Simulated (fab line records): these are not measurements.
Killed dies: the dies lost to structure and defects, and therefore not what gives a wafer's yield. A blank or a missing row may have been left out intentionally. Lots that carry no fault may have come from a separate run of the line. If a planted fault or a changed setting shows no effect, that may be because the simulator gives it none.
Which tool is to blame? | flow sky130 | 13 lots, 38 wafers sampled, at 3 steps of a route of 708

WHAT THE GAUGES READ, wafer by wafer
SKY_SPACER_THK_MEAS_01. Usual: for SPACER_CVD_00_THK the level is 43.2 nm and the standard deviation is 0.39.
lot  | measured     | on            | SPACER_CVD_00_THK (nm) | flag
L690 | day 23 19:24 | film-metro-03 | 43.2 43.0 42.6         |
L691 | day 24 10:24 | film-metro-01 | 43.7 43.8 43.8         |
L694 | day 25 08:26 | film-metro-04 | 43.5 43.2 43.5         |
L696 | day 26 01:05 | film-metro-04 | 43.2 43.2 43.6         |
L697 | day 26 09:05 | film-metro-03 | 42.7 43.2 42.8         |
L698 | day 27 05:01 | film-metro-04 | 43.3 42.9              |
L699 | day 27 11:00 | film-metro-03 | 42.9 43.3 43.0         |
L701 | day 28 08:55 | film-metro-04 | 42.5 42.8 42.9         |
L707 | day 30 11:52 | film-metro-04 | 43.0 43.0 43.1         |
L709 | day 30 22:42 | film-metro-01 | 43.3 43.3 43.5         |
L710 | day 31 00:38 | film-metro-03 | 42.8 43.1 43.2         |
L712 | day 31 10:35 | film-metro-04 | 44.1 43.7 44.0         |
L713 | day 31 19:32 | film-metro-03 | 43.3 43.3 43.8         |

SKY_RES_XHIGH_TW_MEAS_09. Usual: for RES_XHIGH_TW the level is 1638 and the standard deviation is 9.7.
lot  | measured     | on            | RES_XHIGH_TW   | flag
L690 | day 27 18:01 | film-metro-02 | 1635 1644 1650 |
L691 | day 28 08:24 | film-metro-03 | 1637 1632 1638 |
L694 | day 29 04:13 | film-metro-01 | 1637 1643 1648 |
L696 | day 29 21:34 | film-metro-03 | 1638 1629 1634 |
L697 | day 30 05:14 | film-metro-02 | 1645 1651 1643 |
L698 | day 31 00:44 | film-metro-02 | 1646 1651      |
L699 | day 31 06:37 | film-metro-03 | 1631 1641 1637 |
L701 | day 32 04:44 | film-metro-02 | 1652 1655 1650 |
L707 | day 34 06:12 | film-metro-01 | 1628 1625 1621 |
L709 | day 34 15:58 | film-metro-02 | 1644 1656 1651 |
L710 | day 34 17:20 | film-metro-03 | 1629 1633 1633 |
L712 | day 35 02:11 | film-metro-03 | 1635 1650 1627 |
L713 | day 35 08:46 | film-metro-01 | 1636 1623 1619 |

WHAT TOOL EACH LOT RAN ON (gives the tool, then ch and the chambers of the sampled wafers, and finally the start)
lot  | SKY_POLY_CUT_STRIP_12
L690 | plasma-asher-01 ch 0,1, day 25 03:05
L691 | plasma-asher-01 ch 0,1, day 25 17:34
L694 | plasma-asher-03 ch 0,1, day 26 14:27
L696 | plasma-asher-03 ch 0,1, day 27 07:47
L697 | plasma-asher-02 ch 0,1, day 27 17:08
L698 | plasma-asher-02 ch 0,1, day 28 12:11
L699 | plasma-asher-02 ch 0,1, day 28 17:52
L701 | plasma-asher-03 ch 0,1, day 29 15:17
L707 | plasma-asher-01 ch 0,1, day 31 18:40
L709 | plasma-asher-01 ch 0,1, day 32 05:37
L710 | plasma-asher-01 ch 0,1, day 32 07:47
L712 | plasma-asher-01 ch 0,1, day 32 18:24
L713 | plasma-asher-01 ch 0,1, day 33 02:43
- SKY_POLY_CUT_STRIP_12: strips in O2/N2.

AS READ BY THE TOOLS THEMSELVES (means over the sampled wafers that have a number; for cases with no such wafer, the mark the record gives instead)
SKY_POLY_CUT_STRIP_12. Usual: drypump-motor-current-A 5.7 A, standard deviation 0.54; n2-flow-sccm 300.1 sccm, standard deviation 0.93; o2-flow-sccm 3001 sccm, standard deviation 9.5; oes-product-au 0.451 a.u., standard deviation 0.0047; strip-time-to-endpoint-s 5.356 s, standard deviation 0.017.
lot  | tool            | drypump-motor-current-A (A) | n2-flow-sccm (sccm) | o2-flow-sccm (sccm) | oes-product-au (a.u.) | strip-time-to-endpoint-s (s) | flag
L690 | plasma-asher-01 | 5.7                         | 301.2               | 2995                | 0.456                 | 5.390                        |
L691 | plasma-asher-01 | 5.9                         | 300.5               | 2987                | 0.448                 | 5.360                        |
L694 | plasma-asher-03 | 5.8                         | 299.9               | 2999                | 0.451                 | 5.338                        |
L696 | plasma-asher-03 | 6.1                         | 300.4               | 3003                | 0.451                 | 5.363                        |
L697 | plasma-asher-02 | 5.7                         | 298.3               | 2988                | 0.451                 | 5.342                        |
L698 | plasma-asher-02 | 5.5                         | 300.7               | 3006                | 0.456                 | 5.369                        |
L699 | plasma-asher-02 | 5.2                         | 298.5               | 2997                | 0.452                 | 5.363                        |
L701 | plasma-asher-03 | 5.8                         | 300.8               | 3005                | 0.446                 | 5.367                        |
L707 | plasma-asher-01 | 5.7                         | 300.8               | 3001                | 0.452                 | 5.362                        |
L709 | plasma-asher-01 | 5.7                         | 300.9               | 3001                | 0.455                 | 5.345                        |
L710 | plasma-asher-01 | 5.9                         | 299.3               | 3004                | 0.454                 | 5.332                        |
L712 | plasma-asher-01 | 5.9                         | 299.8               | 3009                | 0.453                 | 5.345                        |
L713 | plasma-asher-01 | 5.7                         | 299.8               | 3006                | 0.446                 | 5.331                        |

THE ANSWER, worked out from the rows above alone
Rule: a lot counts as off when the mean over its wafers that have a number is more than 3 standard deviations away from the usual mean. A lot without any number at a reading at which 4 lots or more have one is off too. Where the step has rows for the other lots, those lots are counted as sound. After the gauges, taken in route order, come the tools' own readings; for these a lot's mean is taken, as printed above. The first step at which some lot is off is used, and at that step the reading that is off furthest; a lot without a number counts as furthest.
Nothing can be told from this: no lot is off at any reading shown.

WHAT HAD BEEN PUT IN BY THE SIMULATOR
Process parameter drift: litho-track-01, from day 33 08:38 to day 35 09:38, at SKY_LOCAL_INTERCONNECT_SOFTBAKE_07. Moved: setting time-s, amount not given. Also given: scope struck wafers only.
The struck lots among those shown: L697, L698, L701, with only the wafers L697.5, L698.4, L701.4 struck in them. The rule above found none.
